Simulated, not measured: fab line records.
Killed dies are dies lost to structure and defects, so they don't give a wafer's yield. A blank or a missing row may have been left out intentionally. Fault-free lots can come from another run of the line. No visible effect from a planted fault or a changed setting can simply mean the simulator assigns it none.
fab line records	flow sky130
record: lots: 13	wafers: 39	last-day: 50
route steps=708 shown CONTACT@420 METAL1@445 VIA1@459 PAD_OPEN@708
lots that met no fault: from a run of the same line without faults
start-h: hours from the record's opening day to when the first of the lot's shown wafers began	wait-h: how many hours have passed since the lot's step before this one	" same as the row above	L1.1+2: one row covering several wafers at once	- value missing, or start not given	* or withheld: withheld	< > ~ a bound
route shown NAME@n: NAME is a module with steps in the file, n the number in the route of the first one	usual: the fault-free wafers' mean and standard deviation	same: alike in all rows	chamber/n: place in a boat	sites: readings site by site	_std_site: the values' standard deviation	_edge_site: inner sites' mean taken away from outer sites' mean	radius-mm: for every site, how far away it sits from the centre of the wafer	mask NAME#n: copy n	behind: the most recent tool/chamber to have shaped the wafer	hold: why the lot went on hold/how many hours it stayed there/how the hold came to an end	device: transistor that didn't switch, given as n, p or np	end of line: the tests these same wafers got at the end of their route	where a step has no rows: the recipe by itself	killed: count of dies lost to structure and defects at first sort (not the wafer's yield)	map: a wafer's dies, marking killed ones x, the rest . and places with no die _
set.NAME: the setting that was run; set.NAME@STEP: the one run at that earlier step	model.NAME: the simulator's own value behind a step, which no gauge read
a sample of lots followed through the steps of the route, with each step as a table and each wafer as a row
== steps ==
step: SKY_CONTACT_CD_MEAS_14
recipe: target-cd-nm: 170
usual: cd-nm: 169.8/1.7
lot.wafer	tool	chamber	start-h	wait-h	cd-nm
L592.1	cd-sem-02	-	759.14	-	170.2
L592.2	"	-	"	"	170.8
L592.3	"	-	"	"	169.7
L593.2	cd-sem-01	-	768.18	-	166.9
L593.5	"	-	"	"	168.2
L593.6	"	-	"	"	168.4
L594.1	cd-sem-01	-	770.90	-	166.6
L594.3	"	-	"	"	167.7
L594.6	"	-	"	"	168.9
L595.3	cd-sem-01	-	787.94	-	168.3
L595.5	"	-	"	"	169.7
L595.6	"	-	"	"	169.0
L596.1	cd-sem-02	-	797.46	-	169.0
L596.2	"	-	"	"	170.0
L596.5	"	-	"	"	170.2
L597.3	cd-sem-02	-	799.83	-	168.5
L597.4	"	-	"	"	167.6
L597.5	"	-	"	"	167.6
L598.1	cd-sem-02	-	807.89	-	171.1
L598.4	"	-	"	"	169.9
L598.6	"	-	"	"	171.1
L599.1	cd-sem-02	-	811.39	-	169.3
L599.2	"	-	"	"	168.4
L599.4	"	-	"	"	168.1
L602.1	cd-sem-02	-	833.35	-	169.7
L602.4	"	-	"	"	169.6
L602.5	"	-	"	"	168.7
L609.1	cd-sem-02	-	884.55	-	168.6
L609.2	"	-	"	"	169.3
L609.3	"	-	"	"	170.6
L610.1	cd-sem-01	-	888.71	-	171.3
L610.4	"	-	"	"	169.0
L610.5	"	-	"	"	169.7
L611.2	cd-sem-01	-	898.57	-	169.9
L611.3	"	-	"	"	170.1
L611.4	"	-	"	"	169.6
L612.1	cd-sem-02	-	899.70	-	172.1
L612.3	"	-	"	"	172.3
L612.4	"	-	"	"	172.5
step: SKY_METAL1_SOFTBAKE_11
recipe: temp-c: 100	time-s: 90	resist: KrF-thick
usual: heater-power-total-W: 57.36/0.11	plate-temp-C: 99.99/0.15
lot.wafer	tool	chamber	start-h	wait-h	heater-power-total-W	plate-temp-C
L592.1	litho-track-03	0	774	-	57.45	99.96
L592.2	"	0	"	"	57.42	99.87
L592.3	"	0	"	"	57.55	100.07
L593.2	litho-track-01	0	782	-	57.24	100.08
L593.5	"	0	"	"	57.54	100.11
L593.6	"	0	"	"	57.31	100.11
L594.1	litho-track-03	0	785	-	57.21	100.13
L594.3	"	0	"	"	57.42	100.35
L594.6	"	0	"	"	57.23	100.18
L595.3	litho-track-03	0	802	-	57.49	99.87
L595.5	"	0	"	"	57.22	99.86
L595.6	"	0	"	"	57.29	99.98
L596.1	litho-track-03	0	812	-	57.52	100.13
L596.2	"	0	"	"	57.36	99.93
L596.5	"	0	"	"	57.41	99.99
L597.3	litho-track-01	0	814	-	57.31	99.94
L597.4	"	0	"	"	57.24	99.65
L597.5	"	0	"	"	57.39	99.79
L598.1	litho-track-01	0	822	-	57.49	99.84
L598.4	"	0	"	"	57.38	99.98
L598.6	"	0	"	"	57.36	99.80
L599.1	litho-track-01	0	826	-	60.77	104.58
L599.2	"	0	"	"	61.12	104.28
L599.4	"	0	"	"	60.78	104.76
L602.1	litho-track-01	0	847	-	60.95	104.54
L602.4	"	0	848	-	60.84	104.45
L602.5	"	0	"	"	60.78	104.51
L609.1	litho-track-04	0	899	-	57.20	99.98
L609.2	"	0	"	"	57.47	100.03
L609.3	"	0	"	"	57.43	100.09
L610.1	litho-track-01	0	903	-	57.45	99.81
L610.4	"	0	"	"	57.53	99.69
L610.5	"	0	"	"	57.29	99.78
L611.2	litho-track-04	0	912	-	57.30	100.00
L611.3	"	0	"	"	57.16	99.94
L611.4	"	0	"	"	57.46	99.92
L612.1	litho-track-01	0	913	-	57.36	100.02
L612.3	"	0	"	"	57.31	99.83
L612.4	"	0	"	"	57.30	99.78
step: SKY_METAL1_OVL_MEAS_16
usual: METAL1_OVL: -1/6
lot.wafer	tool	chamber	start-h	wait-h	METAL1_OVL[nm]
L592.1	overlay-01	-	787.38	0.1	4
L592.2	"	-	"	"	1
L592.3	"	-	"	"	3
L593.2	overlay-01	-	796.15	0.1	5
L593.5	"	-	"	"	-1
L593.6	"	-	"	"	-3
L594.1	overlay-02	-	798.17	0.1	-3
L594.3	"	-	"	"	-5
L594.6	"	-	"	"	-2
L595.3	overlay-01	-	815.78	0.1	0
L595.5	"	-	"	"	-2
L595.6	"	-	"	"	0
L596.1	overlay-02	-	825.73	0.1	0
L596.2	"	-	"	"	3
L596.5	"	-	"	"	9
L597.3	overlay-02	-	827.43	0.1	-3
L597.4	"	-	"	"	0
L597.5	"	-	"	"	0
L598.1	overlay-02	-	836.18	0.1	-12
L598.4	"	-	"	"	-13
L598.6	"	-	"	"	-10
L599.1	overlay-01	-	839.38	0.1	10
L599.2	"	-	"	"	8
L599.4	"	-	"	"	6
L602.1	overlay-01	-	860.42	0.1	9
L602.4	"	-	"	"	11
L602.5	"	-	"	"	11
L609.1	overlay-01	-	911.38	0.1	-3
L609.2	"	-	"	"	2
L609.3	"	-	"	"	-6
L610.1	overlay-01	-	916.02	0.1	-4
L610.4	"	-	"	"	-2
L610.5	"	-	"	"	-8
L611.2	overlay-01	-	924.23	0.1	-12
L611.3	"	-	"	"	-1
L611.4	"	-	"	"	-10
L612.1	overlay-01	-	925.93	0.1	-18
L612.3	"	-	"	"	-13
L612.4	"	-	"	"	-6
step: SKY_VIA1_THK_MEAS_01
recipe: reads: SiO2_of_VIA1_HDPCVD_00
usual: VIA1_HDPCVD_THK: 1031/8.9
lot.wafer	tool	chamber	start-h	wait-h	VIA1_HDPCVD_THK[nm]
L592.1	film-metro-04	-	788.31	0.1	1036
L592.2	"	-	"	"	1034
L592.3	"	-	"	"	1040
L593.2	film-metro-04	-	797.49	0.1	1032
L593.5	"	-	"	"	1015
L593.6	"	-	"	"	1013
L594.1	film-metro-02	-	799.09	0.1	1032
L594.3	"	-	"	"	1020
L594.6	"	-	"	"	1017
L595.3	film-metro-02	-	816.71	0.1	1038
L595.5	"	-	"	"	1026
L595.6	"	-	"	"	1043
L596.1	film-metro-02	-	826.69	0.1	1034
L596.2	"	-	"	"	1028
L596.5	"	-	"	"	1026
L597.3	film-metro-01	-	828.36	0.1	1031
L597.4	"	-	"	"	1041
L597.5	"	-	"	"	1034
L598.1	film-metro-01	-	837.15	0.1	1026
L598.4	"	-	"	"	1036
L598.6	"	-	"	"	1038
L599.1	film-metro-01	-	840.55	0.1	1035
L599.2	"	-	"	"	1025
L599.4	"	-	"	"	1033
L602.1	film-metro-02	-	861.40	0.1	1033
L602.4	"	-	"	"	1034
L602.5	"	-	"	"	1026
L609.1	film-metro-01	-	912.34	0.1	1033
L609.2	"	-	"	"	1037
L609.3	"	-	"	"	1040
L610.1	film-metro-02	-	916.94	0.1	1032
L610.4	"	-	"	"	1032
L610.5	"	-	"	"	1030
L611.2	film-metro-01	-	925.17	0.1	1028
L611.3	"	-	"	"	1033
L611.4	"	-	"	"	1042
L612.1	film-metro-04	-	926.94	0.1	1022
L612.3	"	-	"	"	1025
L612.4	"	-	"	"	1021
step: SKY_PAD_OPEN_PROBE_99
usual: defect-limited-yield: 82.6/1.9	killed_at_M0_to_M3: 43/6.9	killed_at_M4_up: 3.2/2	killed-at-contacts: 25/5.1	killed-at-front-end: 15/4.5	killed-at-other: 0.2/0.51	killed-dies: 85/9.5	killed-open: 48/6.9	killed-short: 38/6.7	sort_bin_3_pad_short: 0.8/0.4	sort_bin_5_function: 10.2/1.6	sort_bin_6_memory: 6.4/1.1	sort-n-pass: 407/9.5	sort-yield-pct: 82.6/1.9
same: gross-dies: 492	killed-at-back-side: 0	sort_bin_4_leakage[%]: 0	sort_bin_8_speed[%]: 0
lot.wafer	tool	chamber	start-h	wait-h	defect-limited-yield[%]	killed_at_M0_to_M3	killed_at_M4_up	killed-at-contacts	killed-at-front-end	killed-at-other	killed-dies	killed-open	killed-short	sort_bin_3_pad_short[%]	sort_bin_5_function[%]	sort_bin_6_memory[%]	sort-n-pass	sort-yield-pct[%]
L592.1	prober-01	-	1093.95	0.1	85.2	39	6	21	7	0	73	41	32	0.8	8.5	5.5	419	85.2
L592.2	prober-01	-	1094.00	0.1	79.7	41	3	31	25	0	100	50	50	0.8	13.2	6.3	392	79.7
L592.3	prober-01	-	1094.05	0.2	83.3	31	3	31	17	0	82	49	33	0.6	12.4	3.7	410	83.3
L593.2	prober-02	-	1100.33	0.1	81.3	41	4	36	11	0	92	49	43	1.0	12.0	5.7	400	81.3
L593.5	prober-02	-	1100.48	0.2	83.3	44	4	24	10	0	82	50	32	0.6	9.8	6.3	410	83.3
L593.6	prober-02	-	1100.53	0.2	83.1	43	2	25	13	0	83	49	34	0.2	9.8	6.9	409	83.1
L594.1	prober-01	-	1101.39	0.1	82.1	45	3	28	12	0	88	63	25	0.2	10.2	7.5	404	82.1
L594.3	prober-01	-	1101.49	0.2	82.9	37	4	26	17	0	84	55	29	0.8	8.5	7.7	408	82.9
L594.6	prober-01	-	1101.64	0.2	81.9	38	1	29	21	0	89	50	39	1.0	10.4	6.7	403	81.9
L595.3	prober-02	-	1117.76	0.2	81.7	48	5	19	17	1	90	48	42	0.8	11.4	6.1	402	81.7
L595.5	prober-02	-	1117.86	0.2	83.1	38	3	30	12	0	83	43	40	1.2	9.1	6.5	409	83.1
L595.6	prober-02	-	1117.91	0.2	82.5	56	2	23	5	0	86	48	38	0.4	10.0	7.1	406	82.5
L596.1	prober-01	-	1123.01	0.1	82.7	46	1	23	15	0	85	49	36	1.2	7.7	8.3	407	82.7
L596.2	prober-01	-	1123.06	0.1	82.5	40	3	28	15	0	86	44	42	1.2	10.4	5.9	406	82.5
L596.5	prober-01	-	1123.21	0.2	87.8	27	4	17	12	0	60	34	26	1.0	6.7	4.5	432	87.8
L597.3	prober-02	-	1124.15	0.2	85.2	39	1	15	18	0	73	43	30	0.4	8.7	5.7	419	85.2
L597.4	prober-02	-	1124.20	0.2	82.7	44	3	24	14	0	85	46	39	1.6	9.8	5.9	407	82.7
L597.5	prober-02	-	1124.25	0.2	80.9	51	3	25	15	0	94	58	36	0.2	12.2	6.7	398	80.9
L598.1	prober-01	-	1129.66	0.1	84.6	41	2	21	12	0	76	44	32	0.8	8.1	6.5	416	84.6
L598.4	prober-01	-	1129.81	0.2	82.7	46	2	26	11	0	85	51	34	0.6	10.4	6.3	407	82.7
L598.6	prober-01	-	1129.91	0.2	85.0	35	1	26	12	0	74	40	34	0.4	8.7	5.9	418	85.0
L599.1	prober-02	-	1132.22	0.1	84.3	36	0	26	13	2	77	41	36	0.4	9.3	5.9	415	84.3
L599.2	prober-02	-	1132.27	0.1	83.7	40	6	19	15	0	80	41	39	0.2	10.6	5.5	412	83.7
L599.4	prober-02	-	1132.37	0.2	84.8	37	2	23	13	0	75	49	26	0.4	8.9	5.9	417	84.8
L602.1	prober-01	-	1150.01	0.1	79.7	51	5	19	24	1	100	58	42	0.8	13.0	6.5	392	79.7
L602.4	prober-01	-	1150.16	0.2	84.1	32	6	28	11	1	78	42	36	1.4	9.1	5.3	414	84.1
L602.5	prober-01	-	1150.21	0.2	83.5	35	3	21	21	1	81	45	36	1.0	10.0	5.5	411	83.5
L609.1	prober-02	-	1183.37	0.1	82.1	44	2	28	14	0	88	41	47	1.0	11.2	5.7	404	82.1
L609.2	prober-02	-	1183.42	0.1	82.7	37	7	26	14	1	85	46	39	0.2	11.2	5.9	407	82.7
L609.3	prober-02	-	1183.47	0.2	81.1	42	4	28	19	0	93	59	34	0.8	10.6	7.5	399	81.1
L610.1	prober-01	-	1187.28	0.1	83.5	28	4	35	13	1	81	40	41	0.6	9.8	6.1	411	83.5
L610.4	prober-01	-	1187.43	0.2	80.7	44	1	30	20	0	95	59	36	0.6	10.0	8.7	397	80.7
L610.5	prober-01	-	1187.48	0.2	86.4	32	2	17	16	0	67	39	28	0.8	8.3	4.5	425	86.4
L611.2	prober-02	-	1192.85	0.1	78.5	55	7	27	16	1	106	54	52	0.6	12.6	8.3	386	78.5
L611.3	prober-02	-	1192.90	0.2	82.3	36	2	31	18	0	87	43	44	0.6	10.8	6.3	405	82.3
L611.4	prober-02	-	1192.95	0.2	82.1	46	1	30	11	0	88	54	34	1.2	12.0	4.7	404	82.1
L612.1	prober-01	-	1194.58	0.1	85.8	24	2	29	15	0	70	39	31	0.4	7.5	6.3	422	85.8
L612.3	prober-01	-	1194.68	0.2	82.5	39	2	33	12	0	86	49	37	0.6	10.0	6.9	406	82.5
L612.4	prober-01	-	1194.73	0.2	85.2	36	3	18	16	0	73	44	29	1.0	10.0	3.9	419	85.2
killed by level:class
L592.1 VIA1:geometric-particle:open=12 CONTACT:geometric-particle:open=6 LI_CONTACT:geometric-particle:open=5 VIA2:geometric-particle:open=5 METAL4:geometric-particle:short=5 LOCAL_INTERCONNECT:geometric-particle:short=4 CONTACT:geometric-particle:short=4 METAL1:geometric-particle:short=4
L592.2 CONTACT:geometric-particle:open=12 METAL2:geometric-particle:short=9 POLY_GATE:geometric-particle:open=8 METAL1:geometric-particle:short=7 POLY_GATE:geometric-particle:short=7 VIA3:geometric-particle:open=6 VIA1:geometric-particle:open=6 FIELD_ISO:geometric-particle:short=5
L592.3 CONTACT:geometric-particle:open=13 LI_CONTACT:geometric-particle:open=8 VIA3:geometric-particle:open=8 FIELD_ISO:geometric-particle:open=5 METAL1:geometric-particle:short=5 VIA1:geometric-particle:open=5 FIELD_ISO:geometric-particle:short=4 POLY_GATE:geometric-particle:short=4
L593.2 CONTACT:geometric-particle:open=11 CONTACT:geometric-particle:short=9 VIA3:geometric-particle:open=8 VIA2:geometric-particle:open=7 LI_CONTACT:geometric-particle:open=6 METAL1:geometric-particle:short=6 FIELD_ISO:geometric-particle:open=4 LI_CONTACT:geometric-particle:short=4
L593.5 VIA1:geometric-particle:open=13 VIA3:geometric-particle:open=9 CONTACT:geometric-particle:open=8 LI_CONTACT:geometric-particle:open=6 LOCAL_INTERCONNECT:geometric-particle:short=5 METAL2:geometric-particle:short=4 VIA1:geometric-particle:short=4 VIA2:geometric-particle:open=4
L593.6 VIA1:geometric-particle:open=8 VIA3:geometric-particle:open=8 CONTACT:geometric-particle:open=7 LI_CONTACT:geometric-particle:open=6 CONTACT:geometric-particle:short=6 METAL2:geometric-particle:open=5 FIELD_ISO:geometric-particle:short=4 METAL1:geometric-particle:short=4
L594.1 VIA1:geometric-particle:open=17 LI_CONTACT:geometric-particle:open=10 CONTACT:geometric-particle:open=10 VIA2:geometric-particle:open=9 VIA3:geometric-particle:open=7 POLY_GATE:geometric-particle:short=4 LOCAL_INTERCONNECT:geometric-particle:short=4 VIA1:geometric-particle:short=4
L594.3 CONTACT:geometric-particle:open=10 VIA1:geometric-particle:open=10 VIA2:geometric-particle:open=10 POLY_GATE:geometric-particle:short=6 LI_CONTACT:geometric-particle:open=6 VIA3:geometric-particle:open=6 METAL1:geometric-particle:short=5 FIELD_ISO:geometric-particle:open=4
L594.6 CONTACT:geometric-particle:open=12 VIA1:geometric-particle:open=9 LI_CONTACT:geometric-particle:open=7 FIELD_ISO:geometric-particle:short=5 POLY_GATE:geometric-particle:open=5 LOCAL_INTERCONNECT:geometric-particle:short=5 VIA1:geometric-particle:short=5 METAL1:geometric-particle:short=4
L595.3 VIA1:geometric-particle:open=10 CONTACT:geometric-particle:open=9 FIELD_ISO:geometric-particle:short=7 VIA2:geometric-particle:open=7 LI_CONTACT:geometric-particle:open=6 METAL1:geometric-particle:short=6 VIA2:geometric-particle:short=6 POLY_GATE:geometric-particle:open=4
L595.5 CONTACT:geometric-particle:open=9 METAL2:geometric-particle:short=7 LI_CONTACT:geometric-particle:short=6 VIA1:geometric-particle:open=6 FIELD_ISO:geometric-particle:open=5 LI_CONTACT:geometric-particle:open=5 CONTACT:geometric-particle:short=5 VIA3:geometric-particle:open=5
L595.6 VIA1:geometric-particle:open=14 METAL1:geometric-particle:short=12 CONTACT:geometric-particle:open=11 VIA2:geometric-particle:open=7 VIA3:geometric-particle:open=5 METAL2:geometric-particle:short=5 LI_CONTACT:geometric-particle:short=4 VIA3:geometric-particle:short=4
L596.1 VIA1:geometric-particle:open=19 CONTACT:geometric-particle:open=7 LI_CONTACT:geometric-particle:short=6 LI_CONTACT:geometric-particle:open=6 FIELD_ISO:geometric-particle:short=5 VIA3:geometric-particle:open=5 METAL1:geometric-particle:short=3 VIA1:geometric-particle:short=3
L596.2 CONTACT:geometric-particle:open=10 VIA1:geometric-particle:open=10 FIELD_ISO:geometric-particle:short=6 LI_CONTACT:geometric-particle:open=6 METAL2:geometric-particle:short=6 CONTACT:geometric-particle:short=5 VIA3:geometric-particle:open=5 FIELD_ISO:geometric-particle:open=4
L596.5 CONTACT:geometric-particle:open=6 VIA1:geometric-particle:open=6 LI_CONTACT:geometric-particle:open=5 VIA2:geometric-particle:open=4 METAL1:geometric-particle:short=3 LI_CONTACT:geometric-particle:short=3 METAL4:geometric-particle:short=3 VIA1:geometric-particle:short=3
L597.3 VIA1:geometric-particle:open=11 FIELD_ISO:geometric-particle:open=9 METAL1:geometric-particle:short=7 CONTACT:geometric-particle:open=6 VIA3:geometric-particle:open=5 FIELD_ISO:geometric-particle:short=4 CONTACT:geometric-particle:short=4 VIA1:geometric-particle:short=4
L597.4 VIA1:geometric-particle:open=13 VIA2:geometric-particle:open=8 CONTACT:geometric-particle:open=7 POLY_GATE:geometric-particle:open=5 LI_CONTACT:geometric-particle:open=5 METAL2:geometric-particle:short=5 LOCAL_INTERCONNECT:geometric-particle:short=5 CONTACT:geometric-particle:short=4
L597.5 VIA1:geometric-particle:open=12 VIA3:geometric-particle:open=10 LI_CONTACT:geometric-particle:open=8 VIA2:geometric-particle:open=7 CONTACT:geometric-particle:open=6 CONTACT:geometric-particle:short=5 METAL2:geometric-particle:short=5 METAL1:geometric-particle:short=5
L598.1 CONTACT:geometric-particle:open=13 VIA1:geometric-particle:open=10 METAL2:geometric-particle:short=7 VIA1:geometric-particle:short=6 METAL1:geometric-particle:short=6 VIA2:geometric-particle:open=6 FIELD_ISO:geometric-particle:open=3 LI_CONTACT:geometric-particle:open=3
L598.4 VIA1:geometric-particle:open=11 CONTACT:geometric-particle:open=10 VIA3:geometric-particle:open=8 LI_CONTACT:geometric-particle:open=7 METAL2:geometric-particle:short=6 VIA2:geometric-particle:open=5 POLY_GATE:geometric-particle:short=4 VIA1:geometric-particle:short=4
L598.6 VIA1:geometric-particle:open=14 CONTACT:geometric-particle:open=9 LOCAL_INTERCONNECT:geometric-particle:short=8 CONTACT:geometric-particle:short=5 VIA1:geometric-particle:short=5 POLY_GATE:geometric-particle:open=4 FIELD_ISO:geometric-particle:open=3 VIA2:geometric-particle:open=3
L599.1 VIA1:geometric-particle:open=10 METAL2:geometric-particle:short=8 LI_CONTACT:geometric-particle:open=7 CONTACT:geometric-particle:open=7 FIELD_ISO:geometric-particle:short=6 LOCAL_INTERCONNECT:geometric-particle:short=6 VIA2:geometric-particle:open=5 POLY_GATE:geometric-particle:open=4
L599.2 VIA1:geometric-particle:open=10 CONTACT:geometric-particle:open=8 METAL1:geometric-particle:short=6 LI_CONTACT:geometric-particle:open=5 VIA1:geometric-particle:short=5 FIELD_ISO:geometric-particle:open=4 FIELD_ISO:geometric-particle:short=4 VIA2:geometric-particle:open=4
L599.4 CONTACT:geometric-particle:open=12 LI_CONTACT:geometric-particle:open=8 VIA1:geometric-particle:open=7 VIA2:geometric-particle:open=6 METAL2:geometric-particle:short=5 POLY_GATE:geometric-particle:open=4 VIA3:geometric-particle:open=4 VIA1:geometric-particle:short=4
L602.1 VIA1:geometric-particle:open=10 CONTACT:geometric-particle:open=10 POLY_GATE:geometric-particle:short=9 VIA2:geometric-particle:open=9 VIA3:geometric-particle:open=9 VIA1:geometric-particle:short=7 METAL2:geometric-particle:short=6 LI_CONTACT:geometric-particle:open=5
L602.4 CONTACT:geometric-particle:open=13 VIA1:geometric-particle:open=10 POLY_GATE:geometric-particle:short=5 CONTACT:geometric-particle:short=5 LI_CONTACT:geometric-particle:open=5 VIA2:geometric-particle:open=5 METAL3:geometric-particle:short=4 METAL4:geometric-particle:short=4
L602.5 VIA1:geometric-particle:open=10 CONTACT:geometric-particle:open=8 VIA2:geometric-particle:open=7 CONTACT:geometric-particle:short=6 FIELD_ISO:geometric-particle:open=5 LI_CONTACT:geometric-particle:open=5 POLY_GATE:geometric-particle:short=4 METAL1:geometric-particle:short=4
L609.1 VIA1:geometric-particle:open=8 CONTACT:geometric-particle:short=8 VIA1:geometric-particle:short=8 CONTACT:geometric-particle:open=7 LI_CONTACT:geometric-particle:open=6 VIA3:geometric-particle:open=6 LOCAL_INTERCONNECT:geometric-particle:short=6 METAL1:geometric-particle:short=6
L609.2 CONTACT:geometric-particle:open=10 VIA1:geometric-particle:open=9 FIELD_ISO:geometric-particle:open=6 LOCAL_INTERCONNECT:geometric-particle:short=6 METAL4:geometric-particle:short=6 VIA1:geometric-particle:short=5 VIA3:geometric-particle:open=5 LI_CONTACT:geometric-particle:open=4
L609.3 CONTACT:geometric-particle:open=16 VIA1:geometric-particle:open=9 VIA3:geometric-particle:open=6 VIA2:geometric-particle:open=6 FIELD_ISO:geometric-particle:open=5 LI_CONTACT:geometric-particle:open=5 CONTACT:geometric-particle:short=5 METAL3:geometric-particle:short=5
L610.1 CONTACT:geometric-particle:short=11 LI_CONTACT:geometric-particle:open=9 CONTACT:geometric-particle:open=9 VIA1:geometric-particle:open=8 VIA3:geometric-particle:open=5 SPACER:geometric-particle:short=4 VIA1:geometric-particle:short=4 LI_CONTACT:geometric-particle:short=3
L610.4 FIELD_ISO:geometric-particle:open=9 LI_CONTACT:geometric-particle:open=9 CONTACT:geometric-particle:open=9 VIA3:geometric-particle:open=8 VIA1:geometric-particle:open=8 VIA2:geometric-particle:open=7 LI_CONTACT:geometric-particle:short=6 CONTACT:geometric-particle:short=5
L610.5 VIA1:geometric-particle:open=8 CONTACT:geometric-particle:open=6 VIA2:geometric-particle:open=5 METAL2:geometric-particle:short=5 VIA3:geometric-particle:open=5 LI_CONTACT:geometric-particle:open=4 FIELD_ISO:geometric-particle:open=4 POLY_GATE:geometric-particle:open=3
L611.2 VIA1:geometric-particle:open=14 VIA1:geometric-particle:short=8 VIA3:geometric-particle:open=8 LI_CONTACT:geometric-particle:open=7 CONTACT:geometric-particle:open=6 CONTACT:geometric-particle:short=6 METAL4:geometric-particle:short=6 FIELD_ISO:geometric-particle:short=5
L611.3 VIA1:geometric-particle:open=9 LI_CONTACT:geometric-particle:open=8 FIELD_ISO:geometric-particle:short=7 VIA3:geometric-particle:open=6 LOCAL_INTERCONNECT:geometric-particle:short=6 CONTACT:geometric-particle:open=6 POLY_GATE:geometric-particle:short=5 LI_CONTACT:geometric-particle:short=5
L611.4 VIA3:geometric-particle:open=13 CONTACT:geometric-particle:open=10 LI_CONTACT:geometric-particle:open=8 VIA1:geometric-particle:open=8 VIA2:geometric-particle:open=5 VIA1:geometric-particle:short=5 LI_CONTACT:geometric-particle:short=4 LOCAL_INTERCONNECT:geometric-particle:short=4
L612.1 CONTACT:geometric-particle:open=13 VIA1:geometric-particle:open=7 LI_CONTACT:geometric-particle:open=5 POLY_GATE:geometric-particle:open=4 LI_CONTACT:geometric-particle:short=4 LOCAL_INTERCONNECT:geometric-particle:short=4 POLY_GATE:geometric-particle:short=3 METAL1:geometric-particle:short=3
L612.3 VIA1:geometric-particle:open=11 CONTACT:geometric-particle:open=10 LI_CONTACT:geometric-particle:open=8 CONTACT:geometric-particle:short=7 VIA3:geometric-particle:open=6 POLY_GATE:geometric-particle:open=5 LOCAL_INTERCONNECT:geometric-particle:short=5 VIA1:geometric-particle:short=5
L612.4 CONTACT:geometric-particle:open=11 VIA3:geometric-particle:open=9 METAL1:geometric-particle:short=7 FIELD_ISO:geometric-particle:short=5 VIA1:geometric-particle:open=5 METAL2:geometric-particle:short=4 VIA2:geometric-particle:open=4 METAL3:geometric-particle:short=4
== key ==
first-sign: step: SKY_METAL1_SOFTBAKE_11	reading: heater-power-total-W	direction: up	sigmas: 32	usual: *	struck: *
effect: step: SKY_METAL1_SOFTBAKE_11	reading: plate-temp-C	direction: up	sigmas: 30	usual: *	struck: *
met-at SKY_METAL1_SOFTBAKE_11
struck-lots L599,L602
loop-trim: step: SKY_METAL1_EXPOSE_12	setting: dose	lots: L602
not-acting-at SKY_CONTACT_CD_MEAS_14,SKY_METAL1_OVL_MEAS_16,SKY_VIA1_THK_MEAS_01
onset-between 822 826
fault: kind: process-parameter-drift	tool: litho-track-01	chamber: -	onset-h: 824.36	steps: SKY_METAL1_SOFTBAKE_11	channel: temp-c	offset: *	shape: step	end-h: 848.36	acts-in: *	stated: *
loop-trim: a control loop set the setting to another value than it would have without faults
